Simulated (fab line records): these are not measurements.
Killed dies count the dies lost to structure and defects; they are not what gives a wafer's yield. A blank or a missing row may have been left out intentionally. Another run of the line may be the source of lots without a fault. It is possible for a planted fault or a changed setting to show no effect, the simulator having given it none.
Which tool did it? + flow gf180mcu + Sampling: 6 lots, 18 wafers, 2 of 602 route steps

## WHAT THE GAUGES READ, wafer by wafer
GF_LVPWELL_TW_MEAS_11.
| lot  | measured    | on            | LVPWELL_TW  |
|------|-------------|---------------|-------------|
| L272 | day 4 04:06 | film_metro-01 | 569 569 569 |
| L278 | day 5 15:19 | film_metro-02 | 616 620 619 |
| L280 | day 5 21:42 | film_metro-03 | 568 570 569 |
| L284 | day 6 23:13 | film_metro-03 | 566 567 567 |
| L288 | day 7 20:07 | film_metro-02 | 562 564 562 |
| L294 | day 9 07:45 | film_metro-01 | 562 558 559 |

## TOOL THAT RAN EACH LOT (tool first, then ch and the chambers of the sampled wafers, then the start)
| lot  | GF_LVPWELL_IMPLANT_08          |
|------|--------------------------------|
| L272 | implanter-01 ch 0, day 4 03:42 |
| L278 | implanter-01 ch 0, day 5 14:55 |
| L280 | implanter-03 ch 0, day 5 21:18 |
| L284 | implanter-04 ch 0, day 6 22:51 |
| L288 | implanter-03 ch 0, day 7 19:43 |
| L294 | implanter-01 ch 0, day 9 07:21 |
- GF_LVPWELL_IMPLANT_08

## THE ANSWER, worked out from the rows above alone
Rule: the lots themselves supply what counts as usual. Put in order of their means at a reading, lots are off if they are a third of the lots or fewer, leave a main group of 4 or more, and stand apart from it by a gap of 3 or more times the standard deviation of the main group's means; of several such gaps the widest counts. The tables above print the reading to a certain number of digits; a main group whose means all agree to those digits is not used. Also off: a lot with no number at a reading for which 4 or more lots have one. The other lots that the step has rows for count as sound.
Off: L278, at GF_LVPWELL_TW_MEAS_11 (LVPWELL_TW). Main group: mean 565, sd 3.7.
If a tool, at a process step before that reading, ran all the lots that are off and no sound lot after the first of them, it fits. The gauges at GF_LVPWELL_TW_MEAS_11 are tried like those tools. Not one of the candidates tried fits.

## WHAT WAS PUT IN BY THE SIMULATOR
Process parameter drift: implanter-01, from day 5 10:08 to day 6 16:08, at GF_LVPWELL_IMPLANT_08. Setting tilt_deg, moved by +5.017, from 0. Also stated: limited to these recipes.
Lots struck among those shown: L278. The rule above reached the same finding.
